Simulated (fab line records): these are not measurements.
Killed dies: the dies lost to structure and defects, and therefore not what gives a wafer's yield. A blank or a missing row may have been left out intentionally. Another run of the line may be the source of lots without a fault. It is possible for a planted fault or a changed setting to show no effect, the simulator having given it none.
Which tool was responsible? | flow sky130 | 14 lots with 42 wafers sampled at 4 steps, on a route of 708 steps

## WHAT THE GAUGES READ, wafer by wafer
No reading from a measuring or inspecting step in the record can be judged against a usual standard deviation.

## EACH LOT AND THE TOOL THAT RAN IT (in order: tool; ch and the chambers of the sampled wafers; start)
lot  | SKY_VIA2_ETCH_15                   | SKY_VIA2_CMP_24               | SKY_METAL3_SPUTTER_01        | SKY_CAPM_CVD_00
L457 | rie diel-04 ch 0,2,3, day 36 19:16 | cmp-02 ch 0,2,3, day 36 20:26 | pvd sputter-04, day 36 20:40 | pecvd-04 ch 0,1,2, day 36 20:47
L458 | rie diel-04 ch 2,3, day 36 20:31   | cmp-01 ch 0,1,2, day 36 21:43 | pvd sputter-01, day 36 21:53 | pecvd-04 ch 0,2, day 36 22:01
L459 | rie diel-03 ch 1,2,3, day 37 08:43 | cmp-01 ch 1,2,3, day 37 09:47 | pvd sputter-02, day 37 10:06 | pecvd-02 ch 0,2, day 37 10:14
L460 | rie diel-04 ch 0,1, day 37 12:01   | cmp-02 ch 1,2, day 37 13:05   | pvd sputter-04, day 37 13:22 | pecvd-04 ch 0,2, day 37 13:30
L461 | rie diel-04 ch 0,1,3, day 37 19:55 | cmp-01 ch 0,1,3, day 37 20:57 | pvd sputter-01, day 37 21:16 | pecvd-04 ch 1,2, day 37 21:25
L462 | rie diel-03 ch 0,1,3, day 38 05:01 | cmp-01 ch 1,3, day 38 06:05   | pvd sputter-01, day 38 06:22 | pecvd-03 ch 1,2, day 38 06:29
L464 | rie diel-04 ch 1,2, day 39 01:45   | cmp-01 ch 0,1,2, day 39 02:55 | pvd sputter-02, day 39 03:08 | pecvd-03 ch 0,1,2, day 39 03:16
L469 | rie diel-04 ch 0,1, day 40 09:28   | cmp-01 ch 2,3, day 40 10:43   | -                            | -
L470 | rie diel-01 ch 1,2,3, day 40 22:49 | cmp-02 ch 1,2,3, day 41 00:01 | -                            | -
L474 | rie diel-03 ch 0,2,3, day 41 20:46 | cmp-02 ch 0,2,3, day 41 21:56 | pvd sputter-01, day 41 22:07 | pecvd-04 ch 0,2, day 41 22:15
L475 | rie diel-01 ch 0,1,2, day 42 06:01 | cmp-02 ch 0,1,2, day 42 07:32 | pvd sputter-02, day 42 07:46 | pecvd-04 ch 0,1,2, day 42 07:54
L478 | rie diel-03 ch 0,1,2, day 42 23:52 | cmp-02 ch 0,1,2, day 43 01:24 | pvd sputter-01, day 43 01:37 | pecvd-02 ch 0,2, day 43 01:45
L479 | rie diel-03 ch 2,3, day 43 09:01   | cmp-01 ch 1,3, day 43 10:41   | pvd sputter-01, day 43 10:57 | pecvd-02 ch 0,2, day 43 11:05
L480 | rie diel-03 ch 1,2,3, day 43 12:16 | cmp-01 ch 0,2,3, day 43 13:23 | pvd sputter-02, day 43 13:37 | pecvd-04 ch 0,2, day 43 13:44
- SKY_VIA2_ETCH_15: etches SiO2 in C4F8/O2/Ar, stops on TiN, target depth 546 nm, time 84 s.
- SKY_VIA2_CMP_24: polishes, stops on SiO2, t overpolish 18.95 s, target thk 0 nm.
- SKY_METAL3_SPUTTER_01: material TiN, target thk 20 nm, time 16.7 s.
- SKY_CAPM_CVD_00: deposits SiO2, target thk 15.5 nm.

## AS READ BY THE TOOLS THEMSELVES (means over the sampled wafers that have a number; for cases with no such wafer, the mark the record gives instead)
SKY_VIA2_ETCH_15.
lot  | tool        | oes product au (a.u.)
L457 | rie diel-04 | 0.943
L458 | rie diel-04 | 0.937
L459 | rie diel-03 | 0.945
L460 | rie diel-04 | 0.938
L461 | rie diel-04 | 0.937
L462 | rie diel-03 | 0.934
L464 | rie diel-04 | 0.938
L469 | rie diel-04 | 0.935
L470 | rie diel-01 | 0.938
L474 | rie diel-03 | 0.940
L475 | rie diel-01 | 0.944
L478 | rie diel-03 | 0.940
L479 | rie diel-03 | 0.937
L480 | rie diel-03 | 0.936

SKY_VIA2_CMP_24.
lot  | tool   | edge zone pressure frac | head pressure psi (psi) | motor current A (A) | overpolish run s (s) | time to endpoint s (s)
L457 | cmp-02 | 0.997                   | 3.502                   | 10.1                | 18.950               | 103
L458 | cmp-01 | 1.003                   | 3.495                   | 12.3                | 18.951               | 102
L459 | cmp-01 | 1.003                   | 3.504                   | 12.0                | 18.950               | 104
L460 | cmp-02 | 1.006                   | 3.498                   | 9.4                 | 18.955               | 105
L461 | cmp-01 | 0.999                   | 3.490                   | 12.3                | 18.947               | 102
L462 | cmp-01 | 1.002                   | 3.501                   | 11.8                | 18.948               | 98
L464 | cmp-01 | 1.002                   | 3.498                   | 12.3                | 18.952               | 101
L469 | cmp-01 | -                       | -                       | -                   | -                    | -
L470 | cmp-02 | -                       | -                       | -                   | -                    | -
L474 | cmp-02 | 1.001                   | 3.504                   | 9.9                 | 18.957               | 105
L475 | cmp-02 | 1.002                   | 3.498                   | 8.9                 | 18.946               | 107
L478 | cmp-02 | 1.000                   | 3.497                   | 9.4                 | 18.955               | 103
L479 | cmp-01 | 0.995                   | 3.510                   | 11.7                | 18.957               | 106
L480 | cmp-01 | 0.998                   | 3.508                   | 12.6                | 18.955               | 103

SKY_METAL3_SPUTTER_01.
lot  | tool           | throttle valve pct (%)
L457 | pvd sputter-04 | 30.0
L458 | pvd sputter-01 | 30.4
L459 | pvd sputter-02 | 30.2
L460 | pvd sputter-04 | 31.3
L461 | pvd sputter-01 | 29.7
L462 | pvd sputter-01 | 29.7
L464 | pvd sputter-02 | 29.8
L474 | pvd sputter-01 | 29.2
L475 | pvd sputter-02 | 29.7
L478 | pvd sputter-01 | 29.7
L479 | pvd sputter-01 | 30.8
L480 | pvd sputter-02 | 29.2

SKY_CAPM_CVD_00.
lot  | tool     | heater power w (W)
L457 | pecvd-04 | 723
L458 | pecvd-04 | 643
L459 | pecvd-02 | 714
L460 | pecvd-04 | 677
L461 | pecvd-04 | 705
L462 | pecvd-03 | 694
L464 | pecvd-03 | 786
L474 | pecvd-04 | 626
L475 | pecvd-04 | 703
L478 | pecvd-02 | 662
L479 | pecvd-02 | 673
L480 | pecvd-04 | 609

## THE ANSWER, worked out from the rows above alone
Rule: the usual values come from the lots themselves. Put in order of their means at a reading, lots are off if they are a third of the lots or fewer, leave a main group of 4 or more, and stand apart from it by a gap of 3 or more times the standard deviation of the main group's means; of several such gaps the widest counts. The tables above print the reading to a certain number of digits; a main group whose means all agree to those digits is not used. A lot without any number at a reading at which 4 lots or more have one is off too. Where the step has rows for the other lots, those lots are counted as sound. The gauges are gone through in route order, then the tools' own readings, and for those a lot's mean is taken as printed above. At the first step where some lot is off, the reading lying furthest off is the one used; lots without a number count as furthest.
Off at SKY_VIA2_CMP_24 (edge zone pressure frac): L469, L470. Without a number there: L469, L470. For the main group the mean is 1.001 and the standard deviation 0.0029.
If a tool, at that step or one of the process steps before it, ran each lot that is off and ran no sound lot following the first of them, it fits. Of those tried, none fits.

## WHAT THE SIMULATOR HAD PUT IN
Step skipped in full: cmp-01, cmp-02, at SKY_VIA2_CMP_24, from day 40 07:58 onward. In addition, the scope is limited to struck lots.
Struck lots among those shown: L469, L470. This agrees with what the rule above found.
